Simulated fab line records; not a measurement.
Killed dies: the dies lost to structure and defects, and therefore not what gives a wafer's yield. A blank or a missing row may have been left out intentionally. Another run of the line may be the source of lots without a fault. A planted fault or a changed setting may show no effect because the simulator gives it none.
Comparing a struck lot with a sound one	flow gf180mcu	14 out of 602 route steps
Sound: wafers L235.2, L235.4, L235.5. Struck: wafers L224.1, L224.3, L224.4. At the end, the cause is stated.
At each step with rows: each side's tool, then ch and its chambers, then its first start. Under that, the readings that differ: sound wafers	struck wafers	difference of the means	sigmas: that difference in standard deviations of wafers without a fault.
alike: words and numbers the same on both sides, and readings whose means are apart by under 2 such deviations; not compared: readings that were withheld, readings missing a value for some wafer, numbers with overlapping values and no deviation given by the record, and bounds like >300 which may hide the same value.
A row with sigmas, a row that says differs or no value, or rows on one side alone: a step with any of these is where the two part. Numbers that don't overlap but have no deviation are shown without sigmas and don't part them. A reading that every wafer of one side lacks parts them only if that side has two wafers or more.

first, 2 steps without rows for these wafers: GF_M5_CLEAN_13 (cleans in DIW); GF_V5_CVD_00 (deposits SiO2, target thk 300 nm, time 50 s).
GF_V5_THK_MEAS_01:
  struck on film_metro-01, day 29 17:17; sound on film_metro-04, day 32 16:17
  alike: V5_CVD_00_THK
GF_V5_CVD_02: deposits SiO2 from TEOS, target thk 1450 nm, time 163.28 s.
  sound on pecvd-03 ch 0,1, day 32 16:20; struck on pecvd-01 ch 1, day 29 17:21
reading	sound	struck	difference	sigmas
heater_power_w (W)	873 693 848	536 460 539	-293	-3
GF_V5_THK_MEAS_03:
  struck on film_metro-04, day 29 17:40; sound on film_metro-03, day 32 16:28
  alike: V5_CVD_02_THK
GF_V5_CMP_04: polishes SiO2.
  sound on cmp-01 ch 2,3, day 32 16:31; struck on cmp-01 ch 0,2,3, day 29 17:44
  alike: motor_current_A
GF_V5_BOW_MEAS_05:
  struck on film_metro-03, day 29 18:02; sound on film_metro-03, day 32 16:50
  alike: V5_BOW
then, 5 steps without rows for these wafers: GF_V5_DEHYDRATE_06 (time 60 s); GF_V5_HMDS_07 (prime time 60 s); GF_V5_COAT_08; GF_V5_COAT_09 (resist thk 1000 nm); GF_V5_SOFTBAKE_10 (time 60 s).
GF_V5_EXPOSE_11: exposes mask Via5, target cd 260 nm.
  sound on krf_scanner-02 ch 0, day 33 01:20; struck on krf_scanner-02, day 30 03:31
  no value came back on the struck wafers for exposure_dose_mJ_cm2, focus_offset_nm (nm), sigma_outer; on the sound wafers exposure_dose_mJ_cm2 reads 37.97 38.03 38.03
  alike: mask
then, 1 step without rows for these wafers: GF_V5_PEB_12 (peb time 90 s).

WHERE THEY PART
First at GF_V5_CVD_02; last, within this record, at GF_V5_EXPOSE_11.

WHY: what the simulator had put in
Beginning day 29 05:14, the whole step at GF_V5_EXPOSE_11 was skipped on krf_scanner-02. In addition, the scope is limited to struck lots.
